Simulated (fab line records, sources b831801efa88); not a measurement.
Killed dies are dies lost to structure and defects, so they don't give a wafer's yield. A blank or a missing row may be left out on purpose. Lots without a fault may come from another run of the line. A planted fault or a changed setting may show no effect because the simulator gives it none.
Which tool did it? | flow sky130 | 13 lots, 39 wafers sampled, at 4 steps of a route of 708

WHAT THE GAUGES READ, wafer by wafer
SKY_POLY_CUT_CD_MEAS_08: target cd 270 nm. Usual: cd_nm 270.3 nm, standard deviation 1.2.
lot  | measured     | on        | cd_nm (nm)        | flag
L228 | day 24 00:10 | cd_sem-01 | 270.5 270.2 271.3 |
L229 | day 24 13:50 | cd_sem-01 | 270.7 271.3 272.4 |
L230 | day 24 14:12 | cd_sem-02 | 268.5 269.5 267.9 |
L231 | day 25 05:02 | cd_sem-01 | 268.3 267.1 268.9 |
L232 | day 25 13:59 | cd_sem-01 | 268.9 268.8 269.7 |
L233 | day 26 05:50 | cd_sem-02 | 270.4 270.9 269.5 |
L239 | day 28 09:08 | cd_sem-02 | 272.0 270.4 269.8 |
L241 | day 28 23:35 | cd_sem-01 | 269.0 268.3 268.7 |
L242 | day 29 03:05 | cd_sem-02 | 269.3 270.0 269.6 |
L244 | day 29 12:00 | cd_sem-02 | 269.0 269.6 268.7 |
L246 | day 30 05:26 | cd_sem-01 | 270.0 269.8 268.8 |
L248 | day 31 08:44 | cd_sem-01 | 270.1 271.2 271.0 |
L250 | day 31 10:50 | cd_sem-01 | 271.1 271.0 271.4 |

SKY_SD_P_TW_MEAS_11. Usual: SD_P_TW 2805, standard deviation 16.
lot  | measured     | on            | SD_P_TW        | flag
L228 | day 25 06:18 | film_metro-02 | 2810 2815 2814 |
L229 | day 25 19:38 | film_metro-04 | 2792 2807 2792 |
L230 | day 25 20:13 | film_metro-04 | 2785 2805 2790 |
L231 | day 26 10:04 | film_metro-04 | 2823 2806 2814 |
L232 | day 26 19:02 | film_metro-01 | 2831 2827 2828 |
L233 | day 27 11:32 | film_metro-04 | 2790 2814 2802 |
L239 | day 29 14:08 | film_metro-01 | 2827 2827 2818 |
L241 | day 30 03:56 | film_metro-02 | 2817 2810 2810 |
L242 | day 30 07:20 | film_metro-02 | 2807 2788 2797 |
L244 | day 30 16:27 | film_metro-04 | 2795 2797 2799 |
L246 | day 31 10:59 | film_metro-01 | 2796 2809 2821 |
L248 | day 32 09:23 | film_metro-04 | 2790 2775 2798 |
L250 | day 32 13:57 | film_metro-04 | 2774 2800 2781 |

SKY_SD_N_RS_MEAS_17: measures by four-point-probe. Usual: SD_P_RS 146.9 ohm/sq, standard deviation 0.36.
lot  | measured     | on            | SD_P_RS (ohm/sq)  | flag
L228 | day 27 16:25 | film_metro-02 | 147.3 147.1 146.9 |
L229 | day 28 05:30 | film_metro-04 | 147.4 147.3 147.3 |
L230 | day 28 06:04 | film_metro-01 | 147.1 147.1 146.9 |
L231 | day 28 20:15 | film_metro-01 | 147.2 146.7 146.9 |
L232 | day 29 03:02 | film_metro-01 | 146.6 146.6 146.3 |
L233 | day 29 20:29 | film_metro-01 | 147.4 146.9 146.6 |
L239 | day 31 19:26 | film_metro-01 | 147.5 147.1 147.0 |
L241 | day 32 08:26 | film_metro-01 | 146.9 146.7 146.5 |
L242 | day 32 13:53 | film_metro-01 | 146.5 146.4 146.4 |
L244 | day 32 20:37 | film_metro-04 | 146.4 147.1 146.7 |
L246 | day 33 16:15 | film_metro-01 | 147.3 146.7 146.9 |
L248 | day 34 13:56 | film_metro-04 | 146.8 146.4 146.6 |
L250 | day 34 18:19 | film_metro-02 | 146.7 146.4 146.8 |

WHICH TOOL RAN EACH LOT (tool, then ch and the chambers of the sampled wafers, then the start)
lot  | SKY_SD_N_RTA_14
L228 | rtp_anneal-02 ch 0, day 27 16:04
L229 | rtp_anneal-01 ch 0, day 28 05:12
L230 | rtp_anneal-02 ch 0, day 28 05:46
L231 | rtp_anneal-01 ch 0, day 28 19:56
L232 | rtp_anneal-02 ch 0, day 29 02:45
L233 | rtp_anneal-01 ch 0, day 29 20:12
L239 | rtp_anneal-01 ch 0, day 31 19:09
L241 | rtp_anneal-01 ch 0, day 32 08:09
L242 | rtp_anneal-02 ch 0, day 32 13:36
L244 | rtp_anneal-02 ch 0, day 32 20:19
L246 | rtp_anneal-02 ch 0, day 33 15:57
L248 | rtp_anneal-02 ch 0, day 34 13:39
L250 | rtp_anneal-02 ch 0, day 34 18:01
- SKY_SD_N_RTA_14: time 2 s.

WHAT THE TOOLS THEMSELVES READ (means of the sampled wafers that have a number; where no wafer has one, the mark that the record gives instead)
SKY_SD_N_RTA_14. Usual: lamp_power_pct 15.73 %, standard deviation 0.049; ramp_down_c_per_s 90.001, standard deviation 0.015; ramp_up_c_per_s 149.99, standard deviation 0.029; wafer_temp_C_max 1078.1, standard deviation 1.3.
lot  | tool          | lamp_power_pct (%) | ramp_down_c_per_s | ramp_up_c_per_s | wafer_temp_C_max | flag
L228 | rtp_anneal-02 | 15.73              | 89.992            | 149.98          | 1078.8           |
L229 | rtp_anneal-01 | 15.71              | 90.010            | 149.98          | 1077.6           |
L230 | rtp_anneal-02 | 15.69              | 89.998            | 150.01          | 1077.9           |
L231 | rtp_anneal-01 | 15.77              | 90.003            | 150.03          | 1080.4           |
L232 | rtp_anneal-02 | 15.75              | 89.991            | 150.00          | 1077.2           |
L233 | rtp_anneal-01 | 15.71              | 90.011            | 149.97          | 1078.0           |
L239 | rtp_anneal-01 | 15.73              | 35.994            | 149.99          | 1077.1           | OFF
L241 | rtp_anneal-01 | 15.77              | 35.995            | 150.01          | 1077.1           | OFF
L242 | rtp_anneal-02 | 15.78              | 90.001            | 149.98          | 1080.0           |
L244 | rtp_anneal-02 | 15.72              | 90.007            | 149.98          | 1078.7           |
L246 | rtp_anneal-02 | 15.74              | 89.997            | 149.99          | 1078.1           |
L248 | rtp_anneal-02 | 15.76              | 90.022            | 150.00          | 1078.0           |
L250 | rtp_anneal-02 | 15.76              | 89.998            | 150.02          | 1077.3           |

THE ANSWER, worked out from the rows above alone
Rule: a lot is off if the mean of its wafers that have a number lies more than 3 standard deviations from the usual mean. A lot without any number at a reading at which 4 lots or more have one is off too. The other lots that the step has rows for count as sound. The gauges are gone through in route order, then the tools' own readings, and for those a lot's mean is taken as printed above. The first step at which some lot is off is used, and at that step the reading that is off furthest; a lot without a number counts as furthest.
Off: L239, L241, at SKY_SD_N_RTA_14 (ramp_down_c_per_s).
A tool fits if, at that step or a process step before it, it ran every lot that is off, and no sound lot after the first of them. One fits: rtp_anneal-01 at SKY_SD_N_RTA_14. Its last sound lot is L233 (day 29 20:12), its first lot that is off L239 (day 31 19:09): a fault that began between those two fits.
The tool's own readings at SKY_SD_N_RTA_14 bear it out: on the lots that are off they differ by more than 5 times the standard deviation of the sound lots' means. ramp_down_c_per_s reads 35.995 there against 90.003 on the sound lots.

WHAT THE SIMULATOR HAD PUT IN
Process parameter drift: rtp_anneal-01, from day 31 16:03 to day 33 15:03, at SKY_SD_N_RTA_14. Setting ramp_down_c_per_s, moved by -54, from 90. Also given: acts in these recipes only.
Lots struck among those shown: L239, L241. The rule above found the same.
